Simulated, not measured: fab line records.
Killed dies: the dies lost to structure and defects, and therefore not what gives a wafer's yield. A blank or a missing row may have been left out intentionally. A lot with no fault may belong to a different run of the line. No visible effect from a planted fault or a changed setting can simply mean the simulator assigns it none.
fab line records	flow sky130
record: lots: 6	wafers: 17	last-day: 49
route steps=708 shown LI_CONTACT@375 LOCAL_INTERCONNECT@387 PAD_OPEN@708
lots untouched by any fault: they come from a run of this same line in which no faults occurred
start-h: the number of hours between the record's first day and the start of the first shown wafer of the lot	wait-h: time in hours since the lot's previous step	" the same as in the row above	L1.1+2: several wafers, shown together as one row	- value missing, or start not given	* or withheld: withheld	< > ~ a bound
route shown NAME@n: names a module that has steps shown in the file, with the first one's number in the route	usual: average and standard deviation across the fault-free wafers	same: alike in all rows	chamber/n: place in a boat	sites: readings site by site	_std_site: their standard deviation	_edge_site: outer sites' mean less inner sites'	radius-mm: for every site, how far away it sits from the centre of the wafer	mask NAME#n: copy n	behind: tool/chamber where the wafer was last shaped	hold: reason for holding the lot/hours on hold/outcome of the hold	device: the n, p or np transistor that did not switch	end of line: tests of these same wafers at the route's end	a step with no rows: only its recipe	killed: at the first sort, the dies lost to defects and structure; wafer yield is something else	map: a wafer's dies, marking killed ones x, the rest . and places with no die _
set.NAME: the setting that was run; set.NAME@STEP: the one run at that earlier step	model.NAME: the simulator's own value behind a step, which no gauge read
lots at selected steps of the route; one table per step, one row per wafer
services: when a tool's chamber went out of use (start-h, in hours from the record's first day, below 0 if earlier), for how many hours, and the reason
== steps ==
step: SKY_LI_CONTACT_OVL_MEAS_13
usual: LI_CONTACT_OVL: -5/5
lot.wafer	tool	chamber	start-h	wait-h	LI_CONTACT_OVL[nm]
L128.2	overlay-02	-	682.81	0.1	-1
L128.3	"	-	"	"	-5
L128.5	"	-	"	"	-9
L138.4	overlay-01	-	759.23	0.1	-2
L138.5	"	-	"	"	-7
L138.6	"	-	"	"	-7
L139.3	overlay-02	-	762.45	0.1	2
L139.4	"	-	"	"	-2
L143.1	overlay-02	-	800.06	0.1	-5
L143.2	"	-	"	"	-10
L143.3	"	-	"	"	-2
L147.3	overlay-01	-	828.52	0.1	-1
L147.4	"	-	"	"	-9
L147.5	"	-	"	"	-3
L148.3	overlay-01	-	831.72	0.1	-12
L148.4	"	-	"	"	-6
L148.6	"	-	"	"	-5
step: SKY_LI_CONTACT_ETCH_14
recipe: chemistry: N2/H2	target: BARC	ion-energy-ev: 200	source-w: 500	bias-w: 100	pressure-mtorr: 30	n2-flow-sccm: 100	h2-flow-sccm: 200	stop-on: SiO2	time-s: 45.9	target-depth-a: 600
usual: drypump-motor-current-A: 5.7/0.47	oes-product-au: 0.854/0.0051	rf-fwd-power-W: 495.3/2.2	throttle-valve-pct: 13.224/0.0081
same: time-s: 45.9
lot.wafer	tool	chamber	start-h	wait-h	drypump-motor-current-A	oes-product-au	rf-fwd-power-W	rf-hours-counter-h	throttle-valve-pct
L128.2	rie-diel-03	2	682.84	0.0	6.0	0.853	493.1	47	13.228
L128.3	"	0	"	"	6.2	0.856	495.1	1	13.229
L128.5	"	3	"	"	6.1	0.856	494.5	-	13.223
L138.4	rie-diel-03	3	759.27	0.0	6.1	0.846	495.2	-	13.217
L138.5	"	0	"	"	6.2	0.856	492.5	-	13.220
L138.6	"	1	"	"	6.0	0.855	497.7	-	13.212
L139.3	rie-diel-04	3	762.48	0.0	5.1	0.844	496.5	41	13.224
L139.4	"	1	"	"	5.9	0.849	492.7	22	13.221
L143.1	rie-diel-04	0	800.09	0.0	5.9	0.863	496.5	11	13.231
L143.2	"	1	"	"	5.9	0.856	495.7	23	13.220
L143.3	"	2	"	"	5.6	0.859	497.0	7	13.229
L147.3	rie-diel-01	0	828.54	0.0	4.9	0.862	497.5	15	13.227
L147.4	"	3	"	"	5.0	0.855	496.1	6	13.224
L147.5	"	3	"	"	5.0	0.842	498.0	-	13.212
L148.3	rie-diel-01	0	831.75	0.0	5.0	0.855	496.5	15	13.223
L148.4	"	2	"	"	5.8	0.848	494.8	4	13.219
L148.6	"	0	"	"	4.9	0.859	497.3	-	13.223
step: SKY_LI_CONTACT_ETCH_15
recipe: target: PSG	chemistry: C4F8/O2/Ar	stop-on: Si	taper-deg: 4.15	mask-material: KrF-thick	source-w: 1500	bias-w: 1200	pressure-mtorr: 40	c4f8-flow-sccm: withheld	O2_flow_sccm: 6	Ar_flow_sccm: 300	time-s: withheld	target-depth-a: 6000
step: SKY_LI_CONTACT_STRIP_16
recipe: chemistry: O2/N2	power-w: 1400	pressure-mtorr: 1500	platen-temp-c: withheld	o2-flow-sccm: 3000	n2-flow-sccm: 300	overash-fraction: 0.5
step: SKY_LI_CONTACT_CLEAN_17
recipe: chemistry: NMP	time-s: 600	temp-c: 60	dry: n2-spin
step: SKY_LI_CONTACT_PRE_CLEAN_18
recipe: gas: Ar	time-s: 5.6	bias-v: 358
step: SKY_LI_CONTACT_SPUTTER_19
recipe: material: Ti	target-thk-nm: 20	chamber-pressure-pa: 5	power-w: 2500	substrate-temp-c: 200	time-s: 106.37
usual: throttle-valve-pct: 29.6/0.85
same: time-s: 106.37
lot.wafer	tool	chamber	start-h	wait-h	throttle-valve-pct
L128.2	pvd-sputter-02	-	683.27	0.0	30.6
L128.3	"	-	"	"	30.5
L128.5	"	-	"	"	30.4
L138.4	pvd-sputter-03	-	759.67	0.0	30.6
L138.5	"	-	"	"	29.8
L138.6	"	-	"	"	28.7
L139.3	pvd-sputter-02	-	762.90	0.0	29.6
L139.4	"	-	"	"	30.7
L143.1	pvd-sputter-03	-	800.53	0.0	28.9
L143.2	"	-	"	"	29.6
L143.3	"	-	"	"	28.7
L147.3	pvd-sputter-03	-	829.00	0.0	28.7
L147.4	"	-	"	"	28.8
L147.5	"	-	"	"	28.8
L148.3	pvd-sputter-04	-	832.18	0.0	30.5
L148.4	"	-	"	"	29.1
L148.6	"	-	"	"	28.0
step: SKY_LI_CONTACT_SPUTTER_20
recipe: material: TiN	target-thk-nm: 20	chamber-pressure-pa: 5	power-w: 4000	time-s: 80
usual: throttle-valve-pct: 29.6/0.85
same: time-s: 80
lot.wafer	tool	chamber	start-h	wait-h	throttle-valve-pct
L128.2	pvd-sputter-02	-	683.34	0.0	30.6
L128.3	"	-	"	"	30.4
L128.5	"	-	"	"	30.3
L138.4	pvd-sputter-03	-	759.74	0.0	30.8
L138.5	"	-	"	"	29.6
L138.6	"	-	"	"	28.8
L139.3	pvd-sputter-02	-	762.98	0.0	29.5
L139.4	"	-	"	"	30.5
L143.1	pvd-sputter-03	-	800.61	0.0	28.7
L143.2	"	-	"	"	29.5
L143.3	"	-	"	"	28.6
L147.3	pvd-sputter-03	-	829.08	0.0	28.2
L147.4	"	-	"	"	29.0
L147.5	"	-	"	"	28.7
L148.3	pvd-sputter-04	-	832.26	0.0	30.4
L148.4	"	-	"	"	29.2
L148.6	"	-	"	"	28.0
step: SKY_LI_CONTACT_CVD_21
recipe: material: W	target-thk-nm: 400	time-s: 120.56	temp-c: 400	pressure-torr: 40
usual: heater-power-w: 850/77
same: time-s: 120.56
lot.wafer	tool	chamber	start-h	wait-h	heater-power-w
L128.2	cvd-w-02	0	683.40	0.0	741
L128.3	"	1	"	"	939
L128.5	"	0	"	"	726
L138.4	cvd-w-01	1	759.85	0.1	891
L138.5	"	0	"	"	828
L138.6	"	1	"	"	884
L139.3	cvd-w-01	1	763.08	0.1	878
L139.4	"	0	"	"	816
L143.1	cvd-w-01	0	800.67	0.0	808
L143.2	"	1	"	"	851
L143.3	"	0	"	"	811
L147.3	cvd-w-01	1	829.18	0.1	858
L147.4	"	0	"	"	817
L147.5	"	0	"	"	834
L148.3	cvd-w-02	1	832.36	0.1	944
L148.4	"	0	"	"	749
L148.6	"	1	"	"	942
step: SKY_LI_CONTACT_RS_MEAS_22
recipe: thk-meas-gauge: four-point-probe	reads: W_of_LI_CONTACT_CVD_21+TiN_of_LI_CONTACT_SPUTTER_20+Ti_of_LI_CONTACT_SPUTTER_19
usual: LI_CONTACT_W_RS: 0.284/0.0053
lot.wafer	tool	chamber	start-h	wait-h	LI_CONTACT_W_RS[ohm/sq]
L128.2	film-metro-04	-	683.55	0.1	0.282
L128.3	"	-	"	"	0.287
L128.5	"	-	"	"	0.286
L138.4	film-metro-03	-	759.99	0.1	0.285
L138.5	"	-	"	"	0.283
L138.6	"	-	"	"	0.282
L139.3	film-metro-01	-	763.20	0.1	0.281
L139.4	"	-	"	"	0.275
L143.1	film-metro-01	-	800.80	0.1	0.278
L143.2	"	-	"	"	0.282
L143.3	"	-	"	"	0.277
L147.3	film-metro-03	-	829.30	0.1	0.287
L147.4	"	-	"	"	0.279
L147.5	"	-	"	"	0.280
L148.3	film-metro-03	-	832.49	0.1	0.294
L148.4	"	-	"	"	0.283
L148.6	"	-	"	"	0.292
step: SKY_LI_CONTACT_THK_MEAS_23
recipe: thk-meas-gauge: xrf	reads: W_of_LI_CONTACT_CVD_21
usual: LI_CONTACT_W_THK: 393/7.8
lot.wafer	tool	chamber	start-h	wait-h	LI_CONTACT_W_THK[nm]
L128.2	film-metro-04	-	683.66	0.1	391
L128.3	"	-	"	"	388
L128.5	"	-	"	"	390
L138.4	film-metro-03	-	760.08	0.1	386
L138.5	"	-	"	"	390
L138.6	"	-	"	"	392
L139.3	film-metro-01	-	763.30	0.1	399
L139.4	"	-	"	"	404
L143.1	film-metro-01	-	800.92	0.1	399
L143.2	"	-	"	"	395
L143.3	"	-	"	"	401
L147.3	film-metro-03	-	829.40	0.1	386
L147.4	"	-	"	"	394
L147.5	"	-	"	"	391
L148.3	film-metro-03	-	832.59	0.1	374
L148.4	"	-	"	"	391
L148.6	"	-	"	"	380
step: SKY_LI_CONTACT_CMP_24
recipe: stop-on: PSG	t-overpolish-s: 20	down-force-psi: 3.5	platen-rpm: 60	target-thk-nm: 0	pad-velocity-m-s: 0.94248
step: SKY_LOCAL_INTERCONNECT_SPUTTER_00
recipe: material: TiN	target-thk-nm: 100	temp-c: 300	power-w: 6500	time-s: 83.3	chamber-pressure-pa: 0.4
usual: throttle-valve-pct: 29.8/0.67
lot.wafer	tool	chamber	start-h	wait-h	throttle-valve-pct	model.TiN_of_LOCAL_INTERCONNECT_SPUTTER_00.thk-nm
L128.2	pvd-sputter-03	-	684.01	0.1	30.6	98.61
L128.3	"	-	"	"	28.6	100.6
L128.5	"	-	"	"	28.6	98.9
L138.4	pvd-sputter-01	-	760.41	0.1	29.2	112.1
L138.5	"	-	"	"	29.0	100.2
L138.6	"	-	"	"	29.2	100.4
L139.3	pvd-sputter-01	-	763.64	0.2	29.9	100.7
L139.4	"	-	"	"	28.9	110.6
L143.1	pvd-sputter-02	-	801.28	0.2	30.3	99.4
L143.2	"	-	"	"	30.5	99.07
L143.3	"	-	"	"	30.2	99.84
L147.3	pvd-sputter-02	-	829.74	0.1	30.1	99.83
L147.4	"	-	"	"	30.9	98.11
L147.5	"	-	"	"	29.6	99.28
L148.3	pvd-sputter-01	-	832.93	0.1	28.9	100.8
L148.4	"	-	"	"	30.2	101.7
L148.6	"	-	"	"	29.8	101.1
step: SKY_LOCAL_INTERCONNECT_RS_MEAS_01
recipe: thk-meas-gauge: four-point-probe	reads: TiN_of_LOCAL_INTERCONNECT_SPUTTER_00
usual: LOCAL_INTERCONNECT_TIN_RS: 14.20/0.14
lot.wafer	tool	chamber	start-h	wait-h	LOCAL_INTERCONNECT_TIN_RS[ohm/sq]
L128.2	film-metro-02	-	684.09	0.1	14.37
L128.3	"	-	"	"	14.10
L128.5	"	-	"	"	14.37
L138.4	film-metro-03	-	760.53	0.1	12.55
L138.5	"	-	"	"	14.14
L138.6	"	-	"	"	14.12
L139.3	film-metro-01	-	763.75	0.1	14.07
L139.4	"	-	"	"	12.73
L143.1	film-metro-02	-	801.34	0.0	14.28
L143.2	"	-	"	"	14.32
L143.3	"	-	"	"	14.19
L147.3	film-metro-01	-	829.85	0.1	14.20
L147.4	"	-	"	"	14.42
L147.5	"	-	"	"	14.25
L148.3	film-metro-01	-	833.03	0.1	14.02
L148.4	"	-	"	"	13.86
L148.6	"	-	"	"	13.98
step: SKY_LOCAL_INTERCONNECT_THK_MEAS_02
recipe: thk-meas-gauge: xrf	reads: TiN_of_LOCAL_INTERCONNECT_SPUTTER_00
usual: LOCAL_INTERCONNECT_TIN_THK: 99.2/1
lot.wafer	tool	chamber	start-h	wait-h	LOCAL_INTERCONNECT_TIN_THK[nm]
L128.2	film-metro-02	-	684.20	0.1	98.4
L128.3	"	-	"	"	100.4
L128.5	"	-	"	"	99.0
L138.4	film-metro-03	-	760.62	0.1	111.5
L138.5	"	-	"	"	99.8
L138.6	"	-	"	"	99.9
L139.3	film-metro-01	-	763.85	0.1	99.4
L139.4	"	-	"	"	109.3
L143.1	film-metro-02	-	801.46	0.1	98.7
L143.2	"	-	"	"	98.2
L143.3	"	-	"	"	99.0
L147.3	film-metro-01	-	829.95	0.1	99.2
L147.4	"	-	"	"	97.2
L147.5	"	-	"	"	98.3
L148.3	film-metro-01	-	833.13	0.1	100.1
L148.4	"	-	"	"	101.1
L148.6	"	-	"	"	100.2
step: SKY_LOCAL_INTERCONNECT_DEHYDRATE_03
recipe: temp-c: 200	time-s: 60
step: SKY_LOCAL_INTERCONNECT_HMDS_04
recipe: prime-time-s: 60	prime-temp-c: 120
step: SKY_LOCAL_INTERCONNECT_COAT_05
recipe: resist: BARC	temp-c: withheld	time-s: withheld	spin-rpm: 3000	resist-thk-nm: 60
step: SKY_LOCAL_INTERCONNECT_COAT_06
recipe: resist: KrF-thick	spin-rpm: 3000	resist-thk-nm: 450
step: SKY_LOCAL_INTERCONNECT_SOFTBAKE_07
recipe: temp-c: 100	time-s: 90	resist: KrF-thick
step: SKY_LOCAL_INTERCONNECT_EXPOSE_08
recipe: mask-id: LI1M	na: 0.8	source-shape: annular	sigma-inner: 0.55	sigma-outer: 0.85	target-cd-nm: 170	dose-mj: 28
step: SKY_LOCAL_INTERCONNECT_PEB_09
recipe: peb-temp-c: withheld	peb-time-s: withheld	resist: KrF-thick
step: SKY_LOCAL_INTERCONNECT_DEVELOP_10
recipe: develop-time-s: 60	resist: KrF-thick	dev-temp-c: 21
step: SKY_LOCAL_INTERCONNECT_CD_MEAS_11
recipe: target-cd-nm: 170
usual: cd-nm: 169.5/1.5
lot.wafer	tool	chamber	start-h	wait-h	cd-nm
L128.2	cd-sem-01	-	712.60	-	169.9
L128.3	"	-	"	"	168.0
L128.5	"	-	"	"	169.8
L138.4	cd-sem-02	-	786.33	-	169.0
L138.5	"	-	"	"	167.1
L138.6	"	-	"	"	168.6
L139.3	cd-sem-02	-	790.61	-	166.8
L139.4	"	-	"	"	166.9
L143.1	cd-sem-02	-	827.72	-	169.8
L143.2	"	-	"	"	169.2
L143.3	"	-	"	"	170.6
L147.3	cd-sem-02	-	855.11	-	166.1
L147.4	"	-	"	"	166.4
L147.5	"	-	"	"	165.4
L148.3	cd-sem-02	-	859.33	-	171.3
L148.4	"	-	"	"	170.4
L148.6	"	-	"	"	170.8
step: SKY_LOCAL_INTERCONNECT_OVL_MEAS_12
usual: LOCAL_INTERCONNECT_OVL: -3/5.6
lot.wafer	tool	chamber	start-h	wait-h	LOCAL_INTERCONNECT_OVL[nm]
L128.2	overlay-02	-	712.70	0.1	-11
L128.3	"	-	"	"	-5
L128.5	"	-	"	"	1
L138.4	overlay-01	-	786.41	0.1	-10
L138.5	"	-	"	"	6
L138.6	"	-	"	"	-8
L139.3	overlay-01	-	790.70	0.1	0
L139.4	"	-	"	"	2
L143.1	overlay-01	-	827.84	0.1	0
L143.2	"	-	"	"	-7
L143.3	"	-	"	"	-6
L147.3	overlay-02	-	855.20	0.1	14
L147.4	"	-	"	"	7
L147.5	"	-	"	"	6
L148.3	overlay-02	-	859.42	0.1	1
L148.4	"	-	"	"	-5
L148.6	"	-	"	"	-6
step: SKY_LOCAL_INTERCONNECT_ETCH_13
recipe: chemistry: N2/H2	target: BARC	ion-energy-ev: 200	bias-w: 100	pressure-mtorr: 30	n2-flow-sccm: 100	h2-flow-sccm: 200	icp-w: 500	stop-on: SiO2	time-s: 45.9	target-depth-a: 600
step: SKY_LOCAL_INTERCONNECT_METAL_ETCH_14
recipe: target-depth-nm: 110	stop-on: PSG	chemistry: Cl2/BCl3	target: TiN	resist-sidewall-deg: 88	pressure-mtorr: 10	icp-w: 900	bias-w: 48.5	Cl2_flow_sccm: 60	bcl3-flow-sccm: 30	time-s: 31.4
usual: drypump-motor-current-A: 5.8/0.49	oes-product-au: 0.940/0.0066	rf-fwd-power-W: 889/3.3	throttle-valve-pct: 21.902/0.011
same: time-s: 31.4
lot.wafer	tool	chamber	start-h	wait-h	drypump-motor-current-A	oes-product-au	rf-fwd-power-W	rf-hours-counter-h	throttle-valve-pct
L128.2	rie-metal-02	0	712.88	0.1	5.9	0.938	888	-	21.885
L128.3	"	0	"	"	5.9	0.950	885	-	21.887
L128.5	"	0	"	"	5.9	0.936	881	-	21.917
L138.4	rie-metal-01	1	786.51	0.0	6.4	0.992	890	-	21.853
L138.5	"	1	"	"	6.4	0.940	888	-	21.923
L138.6	"	0	"	"	5.8	0.952	890	-	21.901
L139.3	rie-metal-03	1	790.81	0.0	6.0	0.942	892	-	21.911
L139.4	"	0	"	"	5.2	0.999	885	-	21.861
L143.1	rie-metal-03	0	827.94	0.0	5.2	0.934	890	17	21.907
L143.2	"	1	"	"	5.9	0.946	889	14	21.896
L143.3	"	1	"	"	5.9	0.938	894	-	21.908
L147.3	rie-metal-01	1	855.31	0.0	6.4	0.943	886	-	21.892
L147.4	"	0	"	"	5.8	0.931	888	-	21.892
L147.5	"	0	"	"	5.8	0.942	889	-	21.900
L148.3	rie-metal-01	1	859.53	0.0	6.4	0.952	888	-	21.890
L148.4	"	0	"	"	5.8	0.948	885	-	21.891
L148.6	"	1	"	"	6.4	0.944	889	-	21.902
step: SKY_LOCAL_INTERCONNECT_STRIP_15
recipe: chemistry: O2/N2	power-w: 1400	pressure-mtorr: 1500	platen-temp-c: withheld	o2-flow-sccm: 3000	n2-flow-sccm: 300	overash-fraction: 0.5
usual: drypump-motor-current-A: 5.8/0.31	oes-product-au: 0.427/0.005	strip-time-to-endpoint-s: 4.713/0.023
lot.wafer	tool	chamber	start-h	wait-h	drypump-motor-current-A	oes-product-au	rf-hours-counter-h	strip-time-to-endpoint-s
L128.2	plasma-asher-03	1	712.96	0.1	6.2	0.430	88	4.713
L128.3	"	1	"	"	6.2	0.430	-	4.740
L128.5	"	0	"	"	6.0	0.419	-	4.733
L138.4	plasma-asher-02	1	786.58	0.1	5.3	0.428	-	4.706
L138.5	"	1	"	"	5.3	0.432	-	4.726
L138.6	"	0	"	"	5.8	0.422	-	4.713
L139.3	plasma-asher-01	0	790.88	0.1	5.4	0.426	-	4.743
L139.4	"	1	"	"	6.0	0.431	-	4.707
L143.1	plasma-asher-02	1	827.99	0.0	5.4	0.422	8	4.735
L143.2	"	0	"	"	5.8	0.433	8	4.761
L143.3	"	1	"	"	5.3	0.431	-	4.756
L147.3	plasma-asher-03	0	855.38	0.1	6.0	0.429	-	4.711
L147.4	"	1	"	"	6.2	0.422	-	4.726
L147.5	"	0	"	"	6.0	0.432	-	4.692
L148.3	plasma-asher-01	0	859.59	0.1	5.4	0.419	-	4.687
L148.4	"	1	"	"	6.0	0.422	-	4.709
L148.6	"	0	"	"	5.4	0.433	-	4.705
step: SKY_LOCAL_INTERCONNECT_STRIP_16
recipe: chemistry: post-etch-residue-remover	time-s: 1200	temp-c: 72.5
same: time-s: 1200
lot.wafer	tool	chamber	start-h	wait-h	model.TiN_of_LOCAL_INTERCONNECT_SPUTTER_00.thk-nm
L128.2	wet-bench-01	2	713.06	0.1	98.19
L128.3	"	2	"	"	100.2
L128.5	"	2	"	"	98.48
L138.4	wet-bench-01	2	786.64	0.0	111.7
L138.5	"	2	"	"	99.77
L138.6	"	2	"	"	100
L139.3	wet-bench-04	0	790.94	0.0	100.3
L139.4	"	0	"	"	110.2
L143.1	wet-bench-01	3	828.09	0.1	98.97
L143.2	"	3	"	"	98.65
L143.3	"	3	"	"	99.41
L147.3	wet-bench-01	2	855.44	0.0	99.4
L147.4	"	2	"	"	97.7
L147.5	"	2	"	"	98.86
L148.3	wet-bench-04	1	859.66	0.0	100.4
L148.4	"	1	"	"	101.2
L148.6	"	1	"	"	100.7
step: SKY_LOCAL_INTERCONNECT_CLEAN_17
recipe: chemistry: IPA	time-s: 180	temp-c: 25
step: SKY_PAD_OPEN_PROBE_99
usual: killed_at_M0_to_M3: 44/7	killed_at_M4_up: 3.1/1.8	killed-at-contacts: 25/5.1	killed-at-front-end: 15/4.3	killed-at-other: 0.3/0.61	killed-dies: 87/9.8	killed-open: 48/7	killed-short: 38/6.3
same: gross-dies: 492	killed-at-back-side: 0
lot.wafer	tool	chamber	start-h	wait-h	killed_at_M0_to_M3	killed_at_M4_up	killed-at-contacts	killed-at-front-end	killed-at-other	killed-dies	killed-open	killed-short	model.etest.res-li.line-ohm-um	model.etest.res-li.rs-ohm-sq
L128.2	prober-02	-	1080.55	0.1	39	2	22	11	0	74	41	33	76.32	12.88
L128.3	prober-02	-	1080.60	0.2	46	0	25	18	1	90	61	28	75.4	12.71
L128.5	prober-02	-	1080.70	0.2	51	5	19	17	1	93	50	42	75.59	12.89
L138.4	prober-02	-	1136.44	0.2	41	3	23	15	0	82	46	36	67.24	11.4
L138.5	prober-02	-	1136.49	0.2	51	5	22	9	0	87	47	39	75.72	12.84
L138.6	prober-02	-	1136.54	0.2	54	4	20	17	0	95	52	42	75.45	12.71
L139.3	prober-01	-	1138.35	0.2	55	4	22	15	0	96	55	40	76.62	12.54
L139.4	prober-01	-	1138.40	0.2	45	2	34	8	0	89	49	39	68.98	11.53
L143.1	prober-01	-	1163.04	0.1	41	2	28	17	0	88	54	34	75.32	12.85
L143.2	prober-01	-	1163.09	0.1	45	5	23	14	1	88	60	28	76.69	12.89
L143.3	prober-01	-	1163.14	0.2	46	3	27	13	0	89	46	43	75.77	12.81
L147.3	prober-01	-	1182.69	0.2	38	3	23	7	1	72	39	33	76.96	12.8
L147.4	prober-01	-	1182.74	0.2	47	1	24	16	0	88	43	45	77.9	12.95
L147.5	prober-01	-	1182.79	0.2	34	2	21	13	0	70	36	34	77.43	12.84
L148.3	prober-02	-	1186.10	0.2	45	4	27	14	1	91	61	30	73.59	12.73
L148.4	prober-02	-	1186.15	0.2	41	3	24	13	0	81	42	39	73.6	12.56
L148.6	prober-02	-	1186.25	0.2	39	1	22	14	0	76	39	37	74.36	12.6
killed by level:class
L128.2 VIA3:geometric-particle:open=10 METAL2:geometric-particle:short=8 CONTACT:geometric-particle:open=7 LI_CONTACT:geometric-particle:open=6 FIELD_ISO:geometric-particle:short=4 LI_CONTACT:geometric-particle:short=4 VIA1:geometric-particle:open=4 VIA2:geometric-particle:open=4
L128.3 CONTACT:geometric-particle:open=14 VIA2:geometric-particle:open=11 FIELD_ISO:geometric-particle:open=9 VIA1:geometric-particle:open=8 VIA3:geometric-particle:open=8 LOCAL_INTERCONNECT:geometric-particle:short=5 VIA3:geometric-particle:short=5 METAL1:geometric-particle:short=4
L128.5 VIA1:geometric-particle:open=9 VIA2:geometric-particle:open=8 LI_CONTACT:geometric-particle:open=7 VIA3:geometric-particle:open=7 METAL2:geometric-particle:short=6 VIA1:geometric-particle:short=6 FIELD_ISO:geometric-particle:open=5 FIELD_ISO:geometric-particle:short=5
L138.4 CONTACT:geometric-particle:open=9 METAL1:geometric-particle:short=8 VIA3:geometric-particle:open=8 VIA1:geometric-particle:open=7 POLY_GATE:geometric-particle:open=5 LOCAL_INTERCONNECT:geometric-particle:short=5 FIELD_ISO:geometric-particle:open=4 VIA3:geometric-particle:short=4
L138.5 VIA2:geometric-particle:open=9 CONTACT:geometric-particle:open=8 LI_CONTACT:geometric-particle:open=7 VIA1:geometric-particle:open=7 METAL2:geometric-particle:short=6 VIA3:geometric-particle:open=6 METAL1:geometric-particle:short=5 VIA1:geometric-particle:short=5
L138.6 VIA1:geometric-particle:open=20 VIA3:geometric-particle:open=9 FIELD_ISO:geometric-particle:short=6 CONTACT:geometric-particle:open=6 METAL3:geometric-particle:short=5 POLY_GATE:geometric-particle:short=4 VIA2:geometric-particle:open=4 LI_CONTACT:geometric-particle:short=4
L139.3 VIA2:geometric-particle:open=11 LI_CONTACT:geometric-particle:open=10 VIA1:geometric-particle:open=7 VIA3:geometric-particle:open=7 FIELD_ISO:geometric-particle:open=6 VIA1:geometric-particle:short=6 VIA2:geometric-particle:short=6 METAL2:geometric-particle:short=5
L139.4 VIA3:geometric-particle:open=11 CONTACT:geometric-particle:open=10 CONTACT:geometric-particle:short=10 VIA1:geometric-particle:open=9 LI_CONTACT:geometric-particle:open=7 VIA2:geometric-particle:open=6 LOCAL_INTERCONNECT:geometric-particle:short=5 METAL2:geometric-particle:short=5
L143.1 CONTACT:geometric-particle:open=15 VIA1:geometric-particle:open=10 FIELD_ISO:geometric-particle:open=7 METAL2:geometric-particle:short=7 LI_CONTACT:geometric-particle:open=6 LOCAL_INTERCONNECT:geometric-particle:short=5 VIA2:geometric-particle:open=5 METAL3:geometric-particle:short=5
L143.2 VIA1:geometric-particle:open=12 CONTACT:geometric-particle:open=11 VIA3:geometric-particle:open=9 VIA2:geometric-particle:open=7 FIELD_ISO:geometric-particle:open=6 METAL2:geometric-particle:short=5 POLY_GATE:geometric-particle:open=4 LI_CONTACT:geometric-particle:open=4
L143.3 VIA1:geometric-particle:open=11 VIA3:geometric-particle:open=7 CONTACT:geometric-particle:open=7 CONTACT:geometric-particle:short=6 LOCAL_INTERCONNECT:geometric-particle:short=5 METAL1:geometric-particle:short=5 VIA2:geometric-particle:open=5 FIELD_ISO:geometric-particle:open=4
L147.3 CONTACT:geometric-particle:open=8 VIA1:geometric-particle:open=8 VIA1:geometric-particle:short=7 LI_CONTACT:geometric-particle:open=6 VIA3:geometric-particle:open=5 VIA3:geometric-particle:short=5 METAL1:geometric-particle:short=4 CONTACT:geometric-particle:short=3
L147.4 VIA1:geometric-particle:open=9 CONTACT:geometric-particle:open=8 VIA1:geometric-particle:short=8 LOCAL_INTERCONNECT:geometric-particle:short=7 METAL1:geometric-particle:short=7 VIA3:geometric-particle:open=5 FIELD_ISO:geometric-particle:short=5 METAL2:geometric-particle:short=5
L147.5 VIA1:geometric-particle:open=8 LI_CONTACT:geometric-particle:open=6 CONTACT:geometric-particle:short=5 VIA1:geometric-particle:short=5 VIA3:geometric-particle:open=5 FIELD_ISO:geometric-particle:open=4 METAL1:geometric-particle:short=4 VIA2:geometric-particle:open=4
L148.3 CONTACT:geometric-particle:open=10 VIA2:geometric-particle:open=10 VIA3:geometric-particle:open=9 LI_CONTACT:geometric-particle:open=8 VIA1:geometric-particle:open=7 METAL2:geometric-particle:short=6 POLY_GATE:geometric-particle:open=4 LOCAL_INTERCONNECT:geometric-particle:short=4
L148.4 CONTACT:geometric-particle:open=12 VIA1:geometric-particle:open=10 METAL2:geometric-particle:short=9 METAL1:geometric-particle:short=6 CONTACT:geometric-particle:short=5 FIELD_ISO:geometric-particle:short=4 POLY_GATE:geometric-particle:open=4 LI_CONTACT:geometric-particle:open=4
L148.6 VIA1:geometric-particle:open=8 CONTACT:geometric-particle:open=7 METAL2:geometric-particle:short=7 POLY_GATE:geometric-particle:short=6 LI_CONTACT:geometric-particle:open=6 VIA3:geometric-particle:open=6 METAL1:geometric-particle:short=5 CONTACT:geometric-particle:short=5
== services ==
tool	chamber	start-h	hours	kind
rie-diel-03	-	660.29	4.3	pm
pvd-sputter-03	-	668.58	9.7	repair
rie-diel-04	-	679.77	0.2	repair
cvd-w-01	-	682.67	1.3	repair
rie-diel-04	2	688.11	2.5	repair
rie-diel-04	0	693.84	6.4	repair
pvd-sputter-04	-	696.44	0.6	repair
rie-diel-03	2	714.51	40.5	repair
wet-bench-04	-	716.71	2.2	repair
pvd-sputter-03	-	719.28	15.5	repair
pvd-sputter-01	-	726.07	4.4	repair
pvd-sputter-01	-	729.41	4.2	repair
plasma-asher-02	-	733.75	9.0	pm
pvd-sputter-02	-	738.38	4.9	repair
rie-diel-01	2	748.56	4.4	repair
pvd-sputter-02	-	772.08	10.3	repair
pvd-sputter-01	-	789.20	3.5	repair
wet-bench-04	-	796.02	6.9	repair
rie-diel-04	1	804.57	18.5	repair
rie-diel-03	0	810.73	6.6	repair
cvd-w-01	-	826.28	0.9	repair
pvd-sputter-01	-	833.08	3.0	repair
rie-diel-01	2	834.00	8.0	repair
cvd-w-01	-	855.60	6.9	pm
== key ==
first-sign: step: SKY_LOCAL_INTERCONNECT_RS_MEAS_01	reading: LOCAL_INTERCONNECT_TIN_RS	direction: down	sigmas: 11	usual: 14.20	struck: 12.64
effect: step: SKY_LOCAL_INTERCONNECT_THK_MEAS_02	reading: LOCAL_INTERCONNECT_TIN_THK	direction: up	sigmas: 11	usual: 99.2	struck: 110.4
effect: step: SKY_LOCAL_INTERCONNECT_METAL_ETCH_14	reading: oes-product-au	direction: up	sigmas: 8.5	usual: 0.940	struck: 0.996
model-effect: step: SKY_LOCAL_INTERCONNECT_SPUTTER_00	value: TiN_of_LOCAL_INTERCONNECT_SPUTTER_00.thk-nm	without: 99.8	struck: 111.4
model-effect: step: SKY_LOCAL_INTERCONNECT_STRIP_16	value: TiN_of_LOCAL_INTERCONNECT_SPUTTER_00.thk-nm	without: 99.38	struck: 111
model-effect: step: SKY_PAD_OPEN_PROBE_99	value: etest.res-li.line-ohm-um	without: 75.99	struck: 68.11
met-at SKY_LOCAL_INTERCONNECT_SPUTTER_00
struck-wafers L138.4,L139.4
tester-left-out L138,L139
fault: kind: process-parameter-drift	tool: pvd-sputter-01	chamber: -	onset-h: 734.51	steps: SKY_LOCAL_INTERCONNECT_SPUTTER_00	channel: time-s	offset: *	shape: step	end-h: 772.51	scope: struck-wafers-only	acts-in: *	stated: *
tester-left-out: of these lots the tester's yield and bins aren't shown, on N5 and GAA mostly nor the transistor test; their killed dies are dies lost to structure and defects alone, not to doping, threshold or leakage, so they don't give the yield
